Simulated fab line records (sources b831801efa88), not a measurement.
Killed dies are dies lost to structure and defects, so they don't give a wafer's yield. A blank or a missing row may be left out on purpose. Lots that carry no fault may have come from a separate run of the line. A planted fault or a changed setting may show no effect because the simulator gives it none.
fab line records / flow sky130 / part 2 of 2: steps 43 to 43 of 43
record: lots: 6 wafers: 18 last-day: 50
route steps=708 shown CAPM@554 METAL3@555 VIA3@573 PAD_OPEN@708
lots with no fault: from the same line, run without faults
start-h: the number of hours between the record's first day and the start of the first shown wafer of the lot / wait-h: hours from the lot's prior step to this one / " the same as in the row above / L1.1+2: a row that stands for several wafers / - value missing, or start not given / * or withheld: withheld / < > ~ a bound
route shown NAME@n: a module of which the file shows steps, and the number in the route of the first / usual: mean and standard deviation over wafers with no fault / same: alike in all rows / chamber/n: place in a boat / sites: the reading at each site / _std_site: standard deviation across them / _edge_site: the outer-site mean with the inner-site mean subtracted / radius-mm: how far each site lies from the wafer's centre / mask NAME#n: copy n / behind: the last tool/chamber to shape the wafer / hold: cause of the lot's hold/its duration in hours/its outcome / device: the transistor (n, p or np) that didn't switch / end of line: at the end of the route, the tests of the same wafers / for a step that has no rows: nothing shown but its recipe / killed: dies that structure and defects cost at the first sort, which is not the same as the wafer's yield / map: the dies of a wafer, with x for killed, . for not killed, _ for no die there
set.NAME: the setting as run; set.NAME@STEP: as run at that earlier step / model.NAME: the simulator's own value behind a step, which no gauge read
lots at some steps of the route; a table a step, a row a wafer
services: when a tool's chamber went out of use (start-h, in hours from the record's first day, below 0 if earlier), for how many hours, and the reason
== steps ==
step: SKY_PAD_OPEN_PROBE_99
usual: defect-limited-yield: 82.4/1.9 killed_at_M0_to_M3: 43/7.1 killed_at_M4_up: 3.2/1.7 killed-at-contacts: 24/5.6 killed-at-front-end: 16/5 killed-at-other: 0.4/0.68 killed-dies: 86/9.3 killed-on-rim: 17/3.8 killed-open: 47/7.1 killed-short: 39/5.7 sort_bin_3_pad_short: 0.9/0.38 sort_bin_5_function: 10.4/1.5 sort_bin_6_memory: 6.3/1.3 sort-n-pass: 406/9.3 sort-yield-pct: 82.4/1.9
same: gross-dies: 492 killed-at-back-side: 0 sort_bin_4_leakage[%]: 0 sort_bin_8_speed[%]: 0
lot.wafer=L197.2 tool=prober-01 chamber=- start-h=1090.67 wait-h=0.1 defect-limited-yield[%]=78.9 killed_at_M0_to_M3=42 killed_at_M4_up=3 killed-at-contacts=31 killed-at-front-end=28 killed-at-other=0 killed-dies=104 killed-on-rim=21 killed-open=62 killed-short=42 sort_bin_3_pad_short[%]=0.6 sort_bin_5_function[%]=13.4 sort_bin_6_memory[%]=7.1 sort-n-pass=388 sort-yield-pct[%]=78.9 model.etest.tester.sort-n-pass=388 model.etest.tester.sort-yield-pct=78.86 model.etest.tester.sort_bin_5_pct=13.41 model.etest.tester.sort_bin_3_pct=0.6098
lot.wafer=L197.5 tool=prober-01 chamber=- start-h=1090.82 wait-h=0.2 defect-limited-yield[%]=85.4 killed_at_M0_to_M3=35 killed_at_M4_up=3 killed-at-contacts=18 killed-at-front-end=16 killed-at-other=0 killed-dies=72 killed-on-rim=18 killed-open=47 killed-short=25 sort_bin_3_pad_short[%]=0.8 sort_bin_5_function[%]=8.7 sort_bin_6_memory[%]=5.1 sort-n-pass=420 sort-yield-pct[%]=85.4 model.etest.tester.sort-n-pass=420 model.etest.tester.sort-yield-pct=85.37 model.etest.tester.sort_bin_5_pct=8.74 model.etest.tester.sort_bin_3_pct=0.813
lot.wafer=L197.6 tool=prober-01 chamber=- start-h=1090.87 wait-h=0.2 defect-limited-yield[%]=79.5 killed_at_M0_to_M3=50 killed_at_M4_up=3 killed-at-contacts=25 killed-at-front-end=23 killed-at-other=0 killed-dies=101 killed-on-rim=19 killed-open=52 killed-short=48 sort_bin_3_pad_short[%]=1.4 sort_bin_5_function[%]=11.8 sort_bin_6_memory[%]=7.3 sort-n-pass=391 sort-yield-pct[%]=79.5 model.etest.tester.sort-n-pass=391 model.etest.tester.sort-yield-pct=79.47 model.etest.tester.sort_bin_5_pct=11.79 model.etest.tester.sort_bin_3_pct=1.423
lot.wafer=L201.1 tool=prober-01 chamber=- start-h=1116.85 wait-h=0.1 defect-limited-yield[%]=82.3 killed_at_M0_to_M3=48 killed_at_M4_up=5 killed-at-contacts=22 killed-at-front-end=12 killed-at-other=0 killed-dies=87 killed-on-rim=13 killed-open=46 killed-short=41 sort_bin_3_pad_short[%]=1.6 sort_bin_5_function[%]=10.6 sort_bin_6_memory[%]=5.5 sort-n-pass=405 sort-yield-pct[%]=82.3 model.etest.tester.sort-n-pass=405 model.etest.tester.sort-yield-pct=82.32 model.etest.tester.sort_bin_5_pct=10.57 model.etest.tester.sort_bin_3_pct=1.626
lot.wafer=L201.5 tool=prober-01 chamber=- start-h=1117.05 wait-h=0.2 defect-limited-yield[%]=78.3 killed_at_M0_to_M3=56 killed_at_M4_up=3 killed-at-contacts=25 killed-at-front-end=23 killed-at-other=0 killed-dies=107 killed-on-rim=20 killed-open=57 killed-short=50 sort_bin_3_pad_short[%]=1.0 sort_bin_5_function[%]=12.8 sort_bin_6_memory[%]=7.9 sort-n-pass=385 sort-yield-pct[%]=78.3 model.etest.tester.sort-n-pass=385 model.etest.tester.sort-yield-pct=78.25 model.etest.tester.sort_bin_5_pct=12.8 model.etest.tester.sort_bin_3_pct=1.016
lot.wafer=L201.6 tool=prober-01 chamber=- start-h=1117.10 wait-h=0.2 defect-limited-yield[%]=83.7 killed_at_M0_to_M3=44 killed_at_M4_up=1 killed-at-contacts=20 killed-at-front-end=15 killed-at-other=0 killed-dies=80 killed-on-rim=13 killed-open=47 killed-short=33 sort_bin_3_pad_short[%]=1.0 sort_bin_5_function[%]=10.2 sort_bin_6_memory[%]=5.1 sort-n-pass=412 sort-yield-pct[%]=83.7 model.etest.tester.sort-n-pass=412 model.etest.tester.sort-yield-pct=83.74 model.etest.tester.sort_bin_5_pct=10.16 model.etest.tester.sort_bin_3_pct=1.016
lot.wafer=L206.2 tool=prober-02 chamber=- start-h=1142.72 wait-h=0.1 defect-limited-yield[%]=79.3 killed_at_M0_to_M3=64 killed_at_M4_up=2 killed-at-contacts=22 killed-at-front-end=14 killed-at-other=0 killed-dies=102 killed-on-rim=33 killed-open=41 killed-short=37 sort_bin_3_pad_short[%]=2.6 sort_bin_5_function[%]=13.6 sort_bin_6_memory[%]=4.5 sort-n-pass=390 sort-yield-pct[%]=79.3 model.etest.tester.sort-n-pass=390 model.etest.tester.sort-yield-pct=79.27 model.etest.tester.sort_bin_5_pct=13.62 model.etest.tester.sort_bin_3_pct=2.642
lot.wafer=L206.4 tool=prober-02 chamber=- start-h=1142.82 wait-h=0.2 defect-limited-yield[%]=76.0 killed_at_M0_to_M3=70 killed_at_M4_up=5 killed-at-contacts=24 killed-at-front-end=19 killed-at-other=0 killed-dies=118 killed-on-rim=33 killed-open=49 killed-short=37 sort_bin_3_pad_short[%]=1.8 sort_bin_5_function[%]=13.6 sort_bin_6_memory[%]=8.5 sort-n-pass=374 sort-yield-pct[%]=76.0 model.etest.tester.sort-n-pass=374 model.etest.tester.sort-yield-pct=76.02 model.etest.tester.sort_bin_5_pct=13.62 model.etest.tester.sort_bin_3_pct=1.829
lot.wafer=L206.5 tool=prober-02 chamber=- start-h=1142.87 wait-h=0.2 defect-limited-yield[%]=79.3 killed_at_M0_to_M3=53 killed_at_M4_up=4 killed-at-contacts=28 killed-at-front-end=17 killed-at-other=0 killed-dies=102 killed-on-rim=28 killed-open=43 killed-short=37 sort_bin_3_pad_short[%]=1.6 sort_bin_5_function[%]=14.6 sort_bin_6_memory[%]=4.5 sort-n-pass=390 sort-yield-pct[%]=79.3 model.etest.tester.sort-n-pass=390 model.etest.tester.sort-yield-pct=79.27 model.etest.tester.sort_bin_5_pct=14.63 model.etest.tester.sort_bin_3_pct=1.626
lot.wafer=L207.1 tool=prober-01 chamber=- start-h=1154.29 wait-h=0.1 defect-limited-yield[%]=81.9 killed_at_M0_to_M3=54 killed_at_M4_up=8 killed-at-contacts=17 killed-at-front-end=10 killed-at-other=0 killed-dies=89 killed-on-rim=23 killed-open=34 killed-short=38 sort_bin_3_pad_short[%]=1.4 sort_bin_5_function[%]=11.8 sort_bin_6_memory[%]=4.9 sort-n-pass=403 sort-yield-pct[%]=81.9 model.etest.tester.sort-n-pass=403 model.etest.tester.sort-yield-pct=81.91 model.etest.tester.sort_bin_5_pct=11.79 model.etest.tester.sort_bin_3_pct=1.423
lot.wafer=L207.2 tool=prober-01 chamber=- start-h=1154.34 wait-h=0.1 defect-limited-yield[%]=76.0 killed_at_M0_to_M3=61 killed_at_M4_up=5 killed-at-contacts=36 killed-at-front-end=16 killed-at-other=0 killed-dies=118 killed-on-rim=24 killed-open=49 killed-short=46 sort_bin_3_pad_short[%]=2.0 sort_bin_5_function[%]=15.4 sort_bin_6_memory[%]=6.5 sort-n-pass=374 sort-yield-pct[%]=76.0 model.etest.tester.sort-n-pass=374 model.etest.tester.sort-yield-pct=76.02 model.etest.tester.sort_bin_5_pct=15.45 model.etest.tester.sort_bin_3_pct=2.033
lot.wafer=L207.5 tool=prober-01 chamber=- start-h=1154.49 wait-h=0.2 defect-limited-yield[%]=75.6 killed_at_M0_to_M3=75 killed_at_M4_up=2 killed-at-contacts=30 killed-at-front-end=13 killed-at-other=0 killed-dies=120 killed-on-rim=26 killed-open=57 killed-short=40 sort_bin_3_pad_short[%]=2.2 sort_bin_5_function[%]=15.4 sort_bin_6_memory[%]=6.7 sort-n-pass=372 sort-yield-pct[%]=75.6 model.etest.tester.sort-n-pass=372 model.etest.tester.sort-yield-pct=75.61 model.etest.tester.sort_bin_5_pct=15.45 model.etest.tester.sort_bin_3_pct=2.236
lot.wafer=L216.1 tool=prober-01 chamber=- start-h=1191.95 wait-h=0.1 defect-limited-yield[%]=79.3 killed_at_M0_to_M3=50 killed_at_M4_up=3 killed-at-contacts=27 killed-at-front-end=22 killed-at-other=0 killed-dies=102 killed-on-rim=25 killed-open=55 killed-short=47 sort_bin_3_pad_short[%]=1.0 sort_bin_5_function[%]=13.4 sort_bin_6_memory[%]=6.3 sort-n-pass=390 sort-yield-pct[%]=79.3 model.etest.tester.sort-n-pass=390 model.etest.tester.sort-yield-pct=79.27 model.etest.tester.sort_bin_5_pct=13.41 model.etest.tester.sort_bin_3_pct=1.016
lot.wafer=L216.3 tool=prober-01 chamber=- start-h=1192.05 wait-h=0.2 defect-limited-yield[%]=82.9 killed_at_M0_to_M3=40 killed_at_M4_up=4 killed-at-contacts=18 killed-at-front-end=22 killed-at-other=0 killed-dies=84 killed-on-rim=21 killed-open=47 killed-short=37 sort_bin_3_pad_short[%]=0.4 sort_bin_5_function[%]=9.3 sort_bin_6_memory[%]=7.3 sort-n-pass=408 sort-yield-pct[%]=82.9 model.etest.tester.sort-n-pass=408 model.etest.tester.sort-yield-pct=82.93 model.etest.tester.sort_bin_5_pct=9.35 model.etest.tester.sort_bin_3_pct=0.4065
lot.wafer=L216.6 tool=prober-01 chamber=- start-h=1192.20 wait-h=0.2 defect-limited-yield[%]=81.9 killed_at_M0_to_M3=36 killed_at_M4_up=2 killed-at-contacts=30 killed-at-front-end=21 killed-at-other=0 killed-dies=89 killed-on-rim=15 killed-open=49 killed-short=40 sort_bin_3_pad_short[%]=0.8 sort_bin_5_function[%]=11.4 sort_bin_6_memory[%]=5.9 sort-n-pass=403 sort-yield-pct[%]=81.9 model.etest.tester.sort-n-pass=403 model.etest.tester.sort-yield-pct=81.91 model.etest.tester.sort_bin_5_pct=11.38 model.etest.tester.sort_bin_3_pct=0.813
lot.wafer=L217.2 tool=prober-02 chamber=- start-h=1201.87 wait-h=0.1 defect-limited-yield[%]=83.9 killed_at_M0_to_M3=49 killed_at_M4_up=2 killed-at-contacts=17 killed-at-front-end=11 killed-at-other=0 killed-dies=79 killed-on-rim=21 killed-open=41 killed-short=38 sort_bin_3_pad_short[%]=1.6 sort_bin_5_function[%]=8.5 sort_bin_6_memory[%]=5.9 sort-n-pass=413 sort-yield-pct[%]=83.9 model.etest.tester.sort-n-pass=413 model.etest.tester.sort-yield-pct=83.94 model.etest.tester.sort_bin_5_pct=8.537 model.etest.tester.sort_bin_3_pct=1.626
lot.wafer=L217.3 tool=prober-02 chamber=- start-h=1201.92 wait-h=0.2 defect-limited-yield[%]=85.4 killed_at_M0_to_M3=36 killed_at_M4_up=4 killed-at-contacts=19 killed-at-front-end=13 killed-at-other=0 killed-dies=72 killed-on-rim=14 killed-open=41 killed-short=31 sort_bin_3_pad_short[%]=1.0 sort_bin_5_function[%]=10.6 sort_bin_6_memory[%]=3.0 sort-n-pass=420 sort-yield-pct[%]=85.4 model.etest.tester.sort-n-pass=420 model.etest.tester.sort-yield-pct=85.37 model.etest.tester.sort_bin_5_pct=10.57 model.etest.tester.sort_bin_3_pct=1.016
lot.wafer=L217.4 tool=prober-02 chamber=- start-h=1201.97 wait-h=0.2 defect-limited-yield[%]=83.1 killed_at_M0_to_M3=34 killed_at_M4_up=3 killed-at-contacts=25 killed-at-front-end=18 killed-at-other=3 killed-dies=83 killed-on-rim=16 killed-open=45 killed-short=36 sort_bin_3_pad_short[%]=0.4 sort_bin_5_function[%]=9.8 sort_bin_6_memory[%]=6.7 sort-n-pass=409 sort-yield-pct[%]=83.1 model.etest.tester.sort-n-pass=409 model.etest.tester.sort-yield-pct=83.13 model.etest.tester.sort_bin_5_pct=9.756 model.etest.tester.sort_bin_3_pct=0.4065
killed by level:class
L197.2 CONTACT:geometric-particle:open=12 VIA1:geometric-particle:open=11 VIA2:geometric-particle:open=9 POLY_GATE:geometric-particle:open=7 FIELD_ISO:geometric-particle:open=6 VIA3:geometric-particle:open=6 POLY_GATE:geometric-particle:short=5 LI_CONTACT:geometric-particle:short=5
L197.5 VIA1:geometric-particle:open=12 CONTACT:geometric-particle:open=9 POLY_GATE:geometric-particle:short=5 POLY_GATE:geometric-particle:open=5 LI_CONTACT:geometric-particle:open=5 VIA2:geometric-particle:open=5 VIA3:geometric-particle:open=4 FIELD_ISO:geometric-particle:open=3
L197.6 VIA2:geometric-particle:open=15 VIA1:geometric-particle:open=9 CONTACT:geometric-particle:open=7 FIELD_ISO:geometric-particle:open=6 CONTACT:geometric-particle:short=6 POLY_GATE:geometric-particle:short=6 VIA3:geometric-particle:open=6 FIELD_ISO:geometric-particle:short=5
L201.1 LI_CONTACT:geometric-particle:open=11 METAL2:geometric-particle:short=8 METAL1:geometric-particle:short=8 VIA1:geometric-particle:short=8 VIA1:geometric-particle:open=8 CONTACT:geometric-particle:open=7 VIA2:geometric-particle:open=5 FIELD_ISO:geometric-particle:short=4
L201.5 VIA1:geometric-particle:open=13 METAL1:geometric-particle:short=11 FIELD_ISO:geometric-particle:open=10 VIA1:geometric-particle:short=10 LI_CONTACT:geometric-particle:open=9 CONTACT:geometric-particle:open=6 VIA3:geometric-particle:open=5 VIA2:geometric-particle:open=5
L201.6 VIA1:geometric-particle:open=10 CONTACT:geometric-particle:open=8 VIA3:geometric-particle:open=7 LI_CONTACT:geometric-particle:open=6 VIA1:geometric-particle:short=6 FIELD_ISO:geometric-particle:open=5 FIELD_ISO:geometric-particle:short=5 VIA2:geometric-particle:open=5
L206.2 METAL3:unspecified=24 VIA1:geometric-particle:open=13 LI_CONTACT:geometric-particle:open=8 CONTACT:geometric-particle:open=5 METAL1:geometric-particle:short=5 VIA2:geometric-particle:open=5 POLY_GATE:geometric-particle:short=4 LI_CONTACT:geometric-particle:short=4
L206.4 METAL3:unspecified=32 FIELD_ISO:geometric-particle:open=10 VIA1:geometric-particle:open=9 VIA2:geometric-particle:open=8 LI_CONTACT:geometric-particle:open=7 METAL1:geometric-particle:short=7 VIA3:geometric-particle:open=6 LOCAL_INTERCONNECT:geometric-particle:short=5
L206.5 METAL3:unspecified=22 LI_CONTACT:geometric-particle:open=11 CONTACT:geometric-particle:open=8 POLY_GATE:geometric-particle:open=7 POLY_GATE:geometric-particle:short=5 METAL2:geometric-particle:short=5 METAL1:geometric-particle:short=4 LOCAL_INTERCONNECT:geometric-particle:short=4
L207.1 METAL3:unspecified=17 CONTACT:geometric-particle:open=6 METAL1:geometric-particle:short=6 VIA1:geometric-particle:short=5 VIA2:geometric-particle:open=5 POLY_GATE:geometric-particle:open=4 METAL2:geometric-particle:short=4 VIA1:geometric-particle:open=4
L207.2 METAL3:unspecified=23 CONTACT:geometric-particle:open=11 LOCAL_INTERCONNECT:geometric-particle:short=10 VIA1:geometric-particle:open=9 LI_CONTACT:geometric-particle:open=8 VIA2:geometric-particle:open=7 FIELD_ISO:geometric-particle:open=5 METAL2:geometric-particle:short=5
L207.5 METAL3:unspecified=22 CONTACT:geometric-particle:open=14 VIA1:geometric-particle:open=11 METAL1:geometric-particle:short=9 VIA3:geometric-particle:open=9 METAL2:geometric-particle:short=6 POLY_GATE:geometric-particle:open=5 LI_CONTACT:geometric-particle:open=5
L216.1 VIA1:geometric-particle:open=11 CONTACT:geometric-particle:open=10 METAL1:geometric-particle:short=7 LI_CONTACT:geometric-particle:open=6 FIELD_ISO:geometric-particle:short=5 FIELD_ISO:geometric-particle:open=5 CONTACT:geometric-particle:short=5 METAL2:geometric-particle:short=5
L216.3 VIA1:geometric-particle:open=9 FIELD_ISO:geometric-particle:open=7 VIA2:geometric-particle:open=7 LI_CONTACT:geometric-particle:open=7 VIA1:geometric-particle:short=7 POLY_GATE:geometric-particle:short=5 POLY_GATE:geometric-particle:open=5 METAL1:geometric-particle:short=5
L216.6 LI_CONTACT:geometric-particle:open=12 CONTACT:geometric-particle:open=10 POLY_GATE:geometric-particle:short=8 FIELD_ISO:geometric-particle:open=7 VIA1:geometric-particle:open=7 VIA3:geometric-particle:open=6 LI_CONTACT:geometric-particle:short=5 METAL1:geometric-particle:short=5
L217.2 VIA1:geometric-particle:open=13 VIA3:geometric-particle:open=10 CONTACT:geometric-particle:open=6 METAL2:geometric-particle:short=5 LOCAL_INTERCONNECT:geometric-particle:short=4 CONTACT:geometric-particle:short=4 VIA2:geometric-particle:short=4 VIA3:geometric-particle:short=4
L217.3 CONTACT:geometric-particle:open=11 VIA3:geometric-particle:open=8 FIELD_ISO:geometric-particle:short=6 LI_CONTACT:geometric-particle:open=5 VIA1:geometric-particle:open=5 VIA2:geometric-particle:short=5 METAL3:geometric-particle:short=4 METAL4:geometric-particle:short=4
L217.4 FIELD_ISO:geometric-particle:short=8 VIA1:geometric-particle:open=7 CONTACT:geometric-particle:open=7 VIA2:geometric-particle:open=7 LI_CONTACT:geometric-particle:open=6 VIA3:geometric-particle:open=6 LOCAL_INTERCONNECT:geometric-particle:short=4 CONTACT:geometric-particle:short=4
map L206.4 (x killed, . not)
__________...xx....._________
________.xx.....x...x._______
______......x..x....x..._____
_____..........x....x.x..____
____.x..............x..x..___
___........x.xx......x....x__
__..x.......x.xx.x.........x_
_.xx...xx..x.....x......x...x
_..x..x............x.........
_..........x...............x.
_.....x..x.....xx.....x......
_.....x.....x.x...x.......x..
_..x.....x.x..x.x.x..x..x...x
_xxxx.x................x.x...
_xxxxxxx..x.............x....
__xxxxx..xx....xx...x......._
___xxxxxxx.............xx..__
____xxxxxx.......x........___
_____xx..........x.......____
______x.x....x.....x.x.._____
________.x..x....x.xxx_______
__________x.....xx.x_________
map L207.5 (x killed, . not)
__________x........._________
________.....x.x.x.x.._______
______xx..x.x...xx.x...._____
_____.x....x.x..........x____
____............x.........___
___x.....x.x..x.x..........__
__....................x.xxx._
_.....x.x..xx.x...x..x.x..x..
_.x....x.x..xx.......x......x
_....x.......xx..x.x.....x...
_..x....x.............x..x...
_...x.xxx............xxxxx...
_..x.......x.x..x...........x
_.x.................xx..x....
_.....x...x..................
__.....x..........x.x..xx..._
___.xxxx.x...x..x.x..xx.xx.__
____xxxxxx..xx............___
_____xxxxx.x........x....____
______xxxx.x.x.........._____
________xxxx.x.x...x.x_______
__________....x..x.._________
== services ==
tool=rie-metal-02 chamber=- start-h=896.25 hours=0.4 kind=repair
tool=rie-diel-01 chamber=1 start-h=897.52 hours=3.9 kind=repair
tool=rie-diel-01 chamber=3 start-h=913.37 hours=9.5 kind=repair
tool=rie-diel-03 chamber=- start-h=915.03 hours=7.1 kind=repair
tool=rie-diel-01 chamber=2 start-h=931.53 hours=2.8 kind=repair
tool=rie-diel-02 chamber=1 start-h=938.41 hours=16.6 kind=repair
tool=pvd-sputter-01 chamber=- start-h=953.33 hours=2.4 kind=repair
tool=rie-metal-03 chamber=0 start-h=958.58 hours=2.8 kind=repair
tool=rie-diel-03 chamber=2 start-h=960.10 hours=13.6 kind=repair
tool=rie-diel-04 chamber=3 start-h=974.81 hours=4.3 kind=repair
tool=rie-diel-01 chamber=1 start-h=982.66 hours=4.3 kind=repair
tool=pvd-sputter-01 chamber=- start-h=986.96 hours=1.9 kind=repair
tool=pvd-sputter-01 chamber=- start-h=991.91 hours=1.4 kind=repair
tool=rie-metal-02 chamber=0 start-h=995.13 hours=- kind=clean
tool=rie-metal-02 chamber=1 start-h=1020.09 hours=14.6 kind=repair
tool=rie-diel-02 chamber=- start-h=1022.74 hours=2.8 kind=pm
tool=pvd-sputter-04 chamber=- start-h=1030.74 hours=2.0 kind=repair
tool=pvd-sputter-04 chamber=- start-h=1030.76 hours=1.6 kind=repair
tool=rie-diel-02 chamber=0 start-h=1038.66 hours=22.4 kind=repair
tool=plasma-asher-02 chamber=- start-h=1055.25 hours=9.0 kind=pm
tool=rie-metal-01 chamber=1 start-h=1056.34 hours=3.7 kind=repair
tool=rie-diel-02 chamber=2 start-h=1061.52 hours=5.9 kind=repair
tool=pvd-sputter-01 chamber=- start-h=1064.10 hours=3.9 kind=repair
tool=rie-metal-03 chamber=1 start-h=1079.22 hours=8.5 kind=repair
== key ==
first-sign: step: SKY_PAD_OPEN_PROBE_99 reading: sort_bin_3_pad_short direction: up sigmas: 2.9 usual: 0.9 struck: 2.0 wafers-moved: 5
effect: step: SKY_PAD_OPEN_PROBE_99 reading: killed_at_M0_to_M3 direction: up sigmas: 2.8 usual: 43 struck: 63
model-effect: step: SKY_PAD_OPEN_PROBE_99 value: etest.tester.sort-n-pass without: 404.3 struck: 383.8
met-at SKY_METAL3_ETCH_16
struck-wafers L206.2,L206.4,L206.5,L207.1,L207.2,L207.5
fault: kind: chamber-particle-source tool: rie-metal-02 chamber: - onset-h: 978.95 steps: SKY_METAL3_ETCH_16 rate-per-visit-cm2: 0.85425 end-h: 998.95
